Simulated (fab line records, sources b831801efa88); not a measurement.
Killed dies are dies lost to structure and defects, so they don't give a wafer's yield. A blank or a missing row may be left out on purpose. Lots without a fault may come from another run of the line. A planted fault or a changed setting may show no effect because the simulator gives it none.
Chamber matching | flow sfq_line | SFQ_TRILAYER_I4_DEP_PECVD_099 on pecvd-02: 3 sister chambers
The step deposits SiO2 from SiH4/N2O, time 111.11 s, target thk 500 nm. 6 wafers are shown with their chamber, then 7 later ones without.

WAFERS WITH THEIR CHAMBER
wafer  | chamber | heater_power_w (W) | throttle_valve_pct (%)
L297.4 | 1       | 73                 | 24.7
L315.2 | 2       | 102                | 23.6
L315.3 | 2       | 102                | 23.7
L315.4 | 0       | 83                 | 24.2
L318.1 | 1       | 85                 | 22.7
L318.3 | 0       | 81                 | 24.3

WAFERS WITHOUT THEIR CHAMBER
wafer  | heater_power_w (W) | throttle_valve_pct (%)
L318.4 | 85                 | 24.1
L319.3 | 79                 | 22.6
L319.5 | 94                 | 23.9
L319.6 | 75                 | 24.3
L320.4 | 102                | 23.7
L320.5 | 68                 | 22.4
L320.6 | 73                 | 24.2

WHICH CHAMBER EACH WENT THROUGH
wafer  | from the rows above          | in truth
L318.4 | can't be placed: 0 or 1      | 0
L319.3 | can't be placed: 1 or 0      | 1
L319.5 | can't be placed: 2 or 0 or 1 | 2
L319.6 | can't be placed: 1 or 0      | 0
L320.4 | 2                            | 2
L320.5 | can't be placed: 1 or 0      | 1
L320.6 | can't be placed: 1 or 0      | 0
Placed correctly: 1 of 7. Can't be placed from these rows: 6 (the true chamber is among the candidates in 6). Placed wrongly: 0.
How it was worked out, from the rows above alone: a wafer's distance from a chamber is the root of the sum, over the readings, of the square of ((its reading less the chamber's mean) divided by the reading's scatter). The wafer belongs to the nearest chamber; if the next one is less than 2 further off, it can't be placed. A chamber's mean is the mean of its shown wafers. The scatter: the root of (the sum of the squares of (reading less its chamber's mean) over the shown wafers, divided by (wafers less chambers)).
